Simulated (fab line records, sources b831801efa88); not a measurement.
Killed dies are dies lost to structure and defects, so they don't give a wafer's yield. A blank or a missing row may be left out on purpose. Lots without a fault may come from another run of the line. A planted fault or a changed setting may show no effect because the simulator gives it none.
One fault seen from 2 desks | flow sfq_line | each desk has only its own numbers; what lay behind them comes last

THE TOOL OWNER'S DESK: cmp-01
The tool's own readings at SFQ_TRILAYER_I0_CMP_CMP_028 (polishes SiO2): means of the sampled wafers that have a number, for each lot that ran on this tool. A lot is out of limits, marked OUT, if its mean lies more than 4 standard deviations from the usual mean; the brackets give that distance.
Columns: A = motor_current_A at SFQ_TRILAYER_I0_CMP_CMP_028, usual 10.5 A; B = retaining_ring_pressure_frac at SFQ_TRILAYER_I0_CMP_CMP_028, usual 1.000; C = time_to_endpoint_s at SFQ_TRILAYER_I0_CMP_CMP_028, usual 215 s
lot  | first seen here | A    | B     | C
L965 | day 11 15:41    | 10.1 | 1.000 | 220
L966 | day 11 21:00    | 9.7  | 1.000 | 231
L973 | day 14 23:20    | 9.9  | 0.997 | 209
L974 | day 15 07:50    | 10.1 | 1.008 | 216
L975 | day 15 14:31    | 10.3 | 0.999 | 244
L977 | day 16 02:31    | 10.2 | 1.000 | 240
L978 | day 16 09:38    | 10.1 | 1.002 | 258 (+5.3) OUT
L985 | day 19 00:59    | 10.1 | 0.998 | 214
L986 | day 19 08:18    | 10.1 | 1.000 | 209
This desk's finding: out of limits on L978; first on L978, day 16 09:38 (time_to_endpoint_s at SFQ_TRILAYER_I0_CMP_CMP_028). In limits: L965, L966, L973, L974, L975, L977, L985, L986.

THE METROLOGY DESK
What the gauges read, lot by lot, whatever tool the lot ran on: means of the sampled wafers that have a number. A lot is out of limits, marked OUT, if its mean lies more than 4 standard deviations from the usual mean; the brackets give that distance.
Columns: A = M8_OVL at SFQ_M8_OVL_MEAS_948, usual 2 nm
lot  | first seen here | A
L965 | day 77 07:44    | 4
L966 | day 80 08:58    | -3
L967 | day 80 12:34    | 11
L968 | day 80 13:46    | 3
L970 | day 81 00:34    | -2
L971 | day 81 04:10    | 7
L972 | day 81 06:34    | 3
L973 | day 81 12:52    | 4
L974 | day 81 16:18    | -9
L975 | day 81 17:37    | -1
L978 | day 81 23:03    | -3
L977 | day 82 00:34    | 7
L985 | day 92 20:13    | 6
L986 | day 92 23:48    | 3
L987 | day 93 02:58    | -2
This desk's finding: nothing out of limits on any of the 15 lots.

PUT TOGETHER
The tool owner's desk could have raised an alarm at day 16 09:38, on L978.
The metrology desk saw nothing out of limits.
The metrology desk has L978 on record, within its limits.
Of the lots named, all ran SFQ_TRILAYER_I0_CMP_CMP_028 on cmp-01.

WHAT THE SIMULATOR HAD PUT IN
Process parameter drift: cmp-01, from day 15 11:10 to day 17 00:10, at SFQ_TRILAYER_I0_CMP_CMP_028. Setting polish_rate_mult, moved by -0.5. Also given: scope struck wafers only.
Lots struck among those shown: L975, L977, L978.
Hours from the fault's start to each desk's first reading out of limits: the tool owner's desk, 22.
